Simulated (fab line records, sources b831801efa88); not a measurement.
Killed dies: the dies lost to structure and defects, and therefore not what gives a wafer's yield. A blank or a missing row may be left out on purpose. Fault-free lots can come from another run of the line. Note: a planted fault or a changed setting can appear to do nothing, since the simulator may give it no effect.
Struck lot and sound lot, side by side + flow gf180mcu + 15 out of 602 route steps
Sound: the wafers L960.1, L960.4, L960.5. Struck: wafers L953.2, L953.4, L953.6. Last of all comes the cause.
Order at every step that has rows: each side's tool, ch and its chambers, its first start. Under that, the readings that differ: sound wafers + struck wafers + difference of the means + sigmas: that difference in standard deviations of wafers without a fault.
alike: readings with means less than 2 such deviations apart, plus words and numbers identical on both sides. not compared: withheld readings, readings lacking a value on some wafer, bounds such as >300 that could conceal the same value, and numbers that have no deviation in the record and whose values overlap.
Wherever a step has rows on one side only, a row that says differs or no value, or a row with sigmas, the two part there. Non-overlapping numbers with no deviation appear without sigmas and do not part them. A reading missing from all wafers of one side parts the sides only when that side holds two or more wafers.

GF_LVPWELL_STRIP_10: strips in O2/N2.
  sound on plasmaAsher-04 ch 1, day 8 09:13; struck on plasmaAsher-03 ch 0,1, day 6 17:32
  alike: drypumpMotorCurrentA, heaterPowerW, oesProductAu, overashFraction, stripTimeToEndpointS
  not compared: rfHoursCounterH
GF_LVPWELL_TW_MEAS_11:
  sound on filmMetro-03, day 8 09:19; struck on filmMetro-03, day 6 17:39
  alike: LVPWELL_TW
then, 7 steps without rows for these wafers: GF_MVSD_DEHYDRATE_00 (time 60 s); GF_MVSD_HMDS_01 (prime time 60 s); GF_MVSD_COAT_02 (resist thk 3000 nm); GF_MVSD_SOFTBAKE_03; GF_MVSD_EXPOSE_04 (exposes mask MVSD, target cd 1000 nm); GF_MVSD_PEB_05; GF_MVSD_DEVELOP_06 (develop time 60 s).
GF_MVSD_OVL_MEAS_07:
  sound on overlay-01, day 8 23:58; struck on overlay-02, day 7 08:20
  alike: MVSD_OVL
then, 2 steps without rows for these wafers: GF_MVSD_IMPLANT_08; GF_MVSD_IMPLANT_09.
GF_MVSD_STRIP_10: strips in O2/N2.
  sound on plasmaAsher-02 ch 0,1, day 9 00:18; struck on plasmaAsher-01 ch 0,1, day 7 08:40
| reading             | sound             | struck            | difference | sigmas |
|---------------------|-------------------|-------------------|------------|--------|
| oesProductAu (a.u.) | 0.718 0.723 0.728 | 0.791 0.800 0.797 | +0.073     | +17    |
| overashFraction     | 0.5 0.5 0.5       | 0.3 0.3 0.3       | -0.2       |        |
  alike: drypumpMotorCurrentA, heaterPowerW, stripTimeToEndpointS
  not compared: rfHoursCounterH
GF_MVSD_TW_MEAS_11:
  sound on filmMetro-04, day 9 00:25; struck on filmMetro-01, day 7 08:46
  alike: MVSD_TW
following that, these wafers have no rows for 1 step: GF_PASSIVATION_PROBE_99.

== WHERE THEY PART ==
At GF_MVSD_STRIP_10 and nowhere else, as far as this record goes. Later steps at which nothing parts them and some readings are alike: GF_MVSD_TW_MEAS_11.

WHY: what the simulator had put in
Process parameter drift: plasmaAsher-01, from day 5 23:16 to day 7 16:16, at GF_MVSD_STRIP_10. Setting overashFraction shifted by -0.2 from 0.5. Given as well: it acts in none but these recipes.
